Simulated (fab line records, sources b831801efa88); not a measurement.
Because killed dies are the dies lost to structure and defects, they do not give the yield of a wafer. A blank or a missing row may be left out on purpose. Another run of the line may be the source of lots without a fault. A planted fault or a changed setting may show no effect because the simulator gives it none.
Which tool did it? / flow sky130 / Sampling: 14 lots, 42 wafers, 4 of 708 route steps

WHAT EACH GAUGE READ, for each wafer
SKY_VT_ADJUST_HVTR_TW_MEAS_11. Usual: for VT_ADJUST_HVTR_TW the level is 210.5 and the standard deviation is 1.4.
lot=L898; measured=day 9 06:02; on=filmMetro-03; VT_ADJUST_HVTR_TW=209.3 209.4 210.1; flag=
lot=L899; measured=day 9 15:46; on=filmMetro-02; VT_ADJUST_HVTR_TW=212.4 210.4 213.1; flag=
lot=L900; measured=day 10 02:49; on=filmMetro-01; VT_ADJUST_HVTR_TW=212.0 211.0 209.8; flag=
lot=L901; measured=day 10 14:56; on=filmMetro-03; VT_ADJUST_HVTR_TW=208.9 207.9 208.0; flag=
lot=L902; measured=day 10 23:20; on=filmMetro-03; VT_ADJUST_HVTR_TW=209.0 210.1 208.3; flag=
lot=L905; measured=day 11 19:41; on=filmMetro-03; VT_ADJUST_HVTR_TW=210.2 208.9 209.9; flag=
lot=L908; measured=day 12 09:25; on=filmMetro-03; VT_ADJUST_HVTR_TW=209.6 210.2 211.0; flag=
lot=L909; measured=day 12 16:11; on=filmMetro-01; VT_ADJUST_HVTR_TW=209.7 210.2 210.1; flag=
lot=L911; measured=day 13 04:14; on=filmMetro-03; VT_ADJUST_HVTR_TW=209.1 210.3 210.2; flag=
lot=L914; measured=day 14 04:44; on=filmMetro-02; VT_ADJUST_HVTR_TW=211.6 211.9 211.4; flag=
lot=L918; measured=day 15 11:23; on=filmMetro-02; VT_ADJUST_HVTR_TW=212.5 210.8 210.5; flag=
lot=L919; measured=day 15 20:59; on=filmMetro-02; VT_ADJUST_HVTR_TW=210.3 212.1 212.4; flag=
lot=L920; measured=day 15 22:59; on=filmMetro-03; VT_ADJUST_HVTR_TW=209.1 208.8 208.5; flag=
lot=L921; measured=day 16 05:44; on=filmMetro-03; VT_ADJUST_HVTR_TW=208.6 211.1 211.3; flag=

SKY_LDD_LDN_TW_MEAS_13. Usual: for LDD_LDN_TW the level is 1482 and the standard deviation is 8.4.
lot=L898; measured=day 22 13:55; on=filmMetro-01; LDD_LDN_TW=1460 1473 1479; flag=
lot=L899; measured=day 23 13:05; on=filmMetro-04; LDD_LDN_TW=1486 1488 1483; flag=
lot=L900; measured=day 24 17:14; on=filmMetro-02; LDD_LDN_TW=1472 1464 1466; flag=
lot=L901; measured=day 25 05:37; on=filmMetro-04; LDD_LDN_TW=1482 1484 1485; flag=
lot=L902; measured=day 25 03:49; on=filmMetro-02; LDD_LDN_TW=1478 1478 1483; flag=
lot=L905; measured=day 25 22:58; on=filmMetro-02; LDD_LDN_TW=1484 1473 1477; flag=
lot=L908; measured=day 26 08:30; on=filmMetro-02; LDD_LDN_TW=1477 1488 1476; flag=
lot=L909; measured=day 27 06:28; on=filmMetro-04; LDD_LDN_TW=1494 1503 1496; flag=
lot=L911; measured=day 27 11:34; on=filmMetro-04; LDD_LDN_TW=1499 1492 1489; flag=
lot=L914; measured=day 27 19:52; on=filmMetro-04; LDD_LDN_TW=1501 1494 1496; flag=
lot=L918; measured=day 29 23:27; on=filmMetro-04; LDD_LDN_TW=1363 1356 1368 1371 1357 1357; flag=OFF
lot=L919; measured=day 30 02:07; on=filmMetro-01; LDD_LDN_TW=1349 1350 1350 1349 1353 1341; flag=OFF
lot=L920; measured=day 30 01:52; on=filmMetro-02; LDD_LDN_TW=1476 1488 1477; flag=
lot=L921; measured=day 30 04:51; on=filmMetro-01; LDD_LDN_TW=1477 1471 1468; flag=

EACH LOT AND THE TOOL THAT RAN IT (in order: tool; ch and the chambers of the sampled wafers; start)
lot=L898; SKY_VT_ADJUST_LVTN_STRIP_20=plasmaAsher-03 ch 0,1, day 7 14:13; SKY_LDD_LDN_IMPLANT_08=implanter-01 ch 0, day 22 13:14
lot=L899; SKY_VT_ADJUST_LVTN_STRIP_20=plasmaAsher-01 ch 0,1, day 7 22:18; SKY_LDD_LDN_IMPLANT_08=implanter-03 ch 0, day 23 12:23
lot=L900; SKY_VT_ADJUST_LVTN_STRIP_20=plasmaAsher-01 ch 0,1, day 8 06:54; SKY_LDD_LDN_IMPLANT_08=implanter-01 ch 0, day 24 16:32
lot=L901; SKY_VT_ADJUST_LVTN_STRIP_20=plasmaAsher-04 ch 0,1, day 8 19:11; SKY_LDD_LDN_IMPLANT_08=implanter-01 ch 0, day 25 04:56
lot=L902; SKY_VT_ADJUST_LVTN_STRIP_20=plasmaAsher-03 ch 0,1, day 9 03:13; SKY_LDD_LDN_IMPLANT_08=implanter-03 ch 0, day 25 03:07
lot=L905; SKY_VT_ADJUST_LVTN_STRIP_20=plasmaAsher-04 ch 0,1, day 9 21:01; SKY_LDD_LDN_IMPLANT_08=implanter-01 ch 0, day 25 22:17
lot=L908; SKY_VT_ADJUST_LVTN_STRIP_20=plasmaAsher-04 ch 0,1, day 10 11:31; SKY_LDD_LDN_IMPLANT_08=implanter-01 ch 0, day 26 07:48
lot=L909; SKY_VT_ADJUST_LVTN_STRIP_20=plasmaAsher-04 ch 1, day 10 17:12; SKY_LDD_LDN_IMPLANT_08=implanter-02 ch 0, day 27 05:47
lot=L911; SKY_VT_ADJUST_LVTN_STRIP_20=plasmaAsher-01 ch 0,1, day 11 02:55; SKY_LDD_LDN_IMPLANT_08=implanter-01 ch 0, day 27 10:53
lot=L914; SKY_VT_ADJUST_LVTN_STRIP_20=plasmaAsher-04 ch 0,1, day 12 02:50; SKY_LDD_LDN_IMPLANT_08=implanter-03 ch 0, day 27 19:12
lot=L918; SKY_VT_ADJUST_LVTN_STRIP_20=plasmaAsher-04 ch 0,1, day 13 08:37; SKY_LDD_LDN_IMPLANT_08=implanter-01, day 29 22:46
lot=L919; SKY_VT_ADJUST_LVTN_STRIP_20=plasmaAsher-03 ch 0,1, day 13 16:12; SKY_LDD_LDN_IMPLANT_08=implanter-01, day 30 01:26
lot=L920; SKY_VT_ADJUST_LVTN_STRIP_20=plasmaAsher-01 ch 0,1, day 13 17:47; SKY_LDD_LDN_IMPLANT_08=implanter-02 ch 0, day 30 01:11
lot=L921; SKY_VT_ADJUST_LVTN_STRIP_20=plasmaAsher-04 ch 0,1, day 14 00:21; SKY_LDD_LDN_IMPLANT_08=implanter-02 ch 0, day 30 04:09
- SKY_VT_ADJUST_LVTN_STRIP_20: strips in O2/N2.
- SKY_LDD_LDN_IMPLANT_08

AS READ BY THE TOOLS THEMSELVES (means over the sampled wafers that have a number; for cases with no such wafer, the mark the record gives instead)
SKY_VT_ADJUST_LVTN_STRIP_20. Usual: drypumpMotorCurrentA 5.8 A, standard deviation 0.6; oesProductAu 0.716 a.u., standard deviation 0.0043; stripTimeToEndpointS 14.16 s, standard deviation 0.034.
lot=L898; tool=plasmaAsher-03; drypumpMotorCurrentA (A)=5.9; oesProductAu (a.u.)=0.715; stripTimeToEndpointS (s)=14.18; flag=
lot=L899; tool=plasmaAsher-01; drypumpMotorCurrentA (A)=5.5; oesProductAu (a.u.)=0.713; stripTimeToEndpointS (s)=14.14; flag=
lot=L900; tool=plasmaAsher-01; drypumpMotorCurrentA (A)=5.5; oesProductAu (a.u.)=0.718; stripTimeToEndpointS (s)=14.20; flag=
lot=L901; tool=plasmaAsher-04; drypumpMotorCurrentA (A)=6.1; oesProductAu (a.u.)=0.712; stripTimeToEndpointS (s)=14.20; flag=
lot=L902; tool=plasmaAsher-03; drypumpMotorCurrentA (A)=6.0; oesProductAu (a.u.)=0.716; stripTimeToEndpointS (s)=14.14; flag=
lot=L905; tool=plasmaAsher-04; drypumpMotorCurrentA (A)=5.6; oesProductAu (a.u.)=0.715; stripTimeToEndpointS (s)=14.18; flag=
lot=L908; tool=plasmaAsher-04; drypumpMotorCurrentA (A)=6.1; oesProductAu (a.u.)=0.715; stripTimeToEndpointS (s)=14.09; flag=
lot=L909; tool=plasmaAsher-04; drypumpMotorCurrentA (A)=5.0; oesProductAu (a.u.)=0.715; stripTimeToEndpointS (s)=14.14; flag=
lot=L911; tool=plasmaAsher-01; drypumpMotorCurrentA (A)=5.8; oesProductAu (a.u.)=0.714; stripTimeToEndpointS (s)=14.18; flag=
lot=L914; tool=plasmaAsher-04; drypumpMotorCurrentA (A)=5.6; oesProductAu (a.u.)=0.717; stripTimeToEndpointS (s)=14.20; flag=
lot=L918; tool=plasmaAsher-04; drypumpMotorCurrentA (A)=5.6; oesProductAu (a.u.)=0.717; stripTimeToEndpointS (s)=14.15; flag=
lot=L919; tool=plasmaAsher-03; drypumpMotorCurrentA (A)=6.1; oesProductAu (a.u.)=0.714; stripTimeToEndpointS (s)=14.17; flag=
lot=L920; tool=plasmaAsher-01; drypumpMotorCurrentA (A)=5.5; oesProductAu (a.u.)=0.722; stripTimeToEndpointS (s)=14.21; flag=
lot=L921; tool=plasmaAsher-04; drypumpMotorCurrentA (A)=5.6; oesProductAu (a.u.)=0.721; stripTimeToEndpointS (s)=14.18; flag=

SKY_LDD_LDN_IMPLANT_08. Usual: beamEnergyKeV 15.001, standard deviation 0.0042; beamOnS 10.01 s, standard deviation 0.22.
lot=L898; tool=implanter-01; beamEnergyKeV=15.005; beamOnS (s)=10.15; flag=
lot=L899; tool=implanter-03; beamEnergyKeV=15.002; beamOnS (s)=10.02; flag=
lot=L900; tool=implanter-01; beamEnergyKeV=15.000; beamOnS (s)=10.08; flag=
lot=L901; tool=implanter-01; beamEnergyKeV=14.998; beamOnS (s)=10.05; flag=
lot=L902; tool=implanter-03; beamEnergyKeV=14.998; beamOnS (s)=9.90; flag=
lot=L905; tool=implanter-01; beamEnergyKeV=15.001; beamOnS (s)=9.89; flag=
lot=L908; tool=implanter-01; beamEnergyKeV=15.000; beamOnS (s)=10.17; flag=
lot=L909; tool=implanter-02; beamEnergyKeV=14.993; beamOnS (s)=10.24; flag=
lot=L911; tool=implanter-01; beamEnergyKeV=15.002; beamOnS (s)=9.76; flag=
lot=L914; tool=implanter-03; beamEnergyKeV=15.003; beamOnS (s)=9.90; flag=
lot=L918; tool=implanter-01; beamEnergyKeV=-; beamOnS (s)=-; flag=OFF
lot=L919; tool=implanter-01; beamEnergyKeV=-; beamOnS (s)=-; flag=OFF
lot=L920; tool=implanter-02; beamEnergyKeV=14.997; beamOnS (s)=10.08; flag=
lot=L921; tool=implanter-02; beamEnergyKeV=15.000; beamOnS (s)=10.07; flag=

THE ANSWER, worked out from the rows above alone
Rule: a lot counts as off when the mean over its wafers that have a number is more than 3 standard deviations away from the usual mean. A lot without any number at a reading at which 4 lots or more have one is off too. Where the step has rows for the other lots, those lots are counted as sound. Order of review: gauges by route order, followed by the tools' own readings, for which a lot's mean as printed above is used. The first step at which some lot is off is used, and at that step the reading that is off furthest; a lot without a number counts as furthest.
Off: at SKY_LDD_LDN_TW_MEAS_13 (LDD_LDN_TW), L918, L919.
A tool fits if, at a process step before that reading, it ran every lot that is off, and no sound lot after the first of them. The gauges at SKY_LDD_LDN_TW_MEAS_13 aren't tried: what is off there is off at SKY_LDD_LDN_IMPLANT_08 too, on other tools, and a gauge's error can't cause that. One fits: SKY_LDD_LDN_IMPLANT_08 on implanter-01. Its last sound lot is L911 (day 27 10:53), its first lot that is off L918 (day 29 22:46): a fault that began between those two fits.
Blank at SKY_LDD_LDN_IMPLANT_08 on the lots that are off, where sound lots have numbers: beamEnergyKeV, beamOnS.

WHAT THE SIMULATOR PUT IN
Entire step skipped (implanter-01, SKY_LDD_LDN_IMPLANT_08), from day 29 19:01 onward. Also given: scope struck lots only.
Shown lots that were struck: L918, L919. Same finding as the rule above.
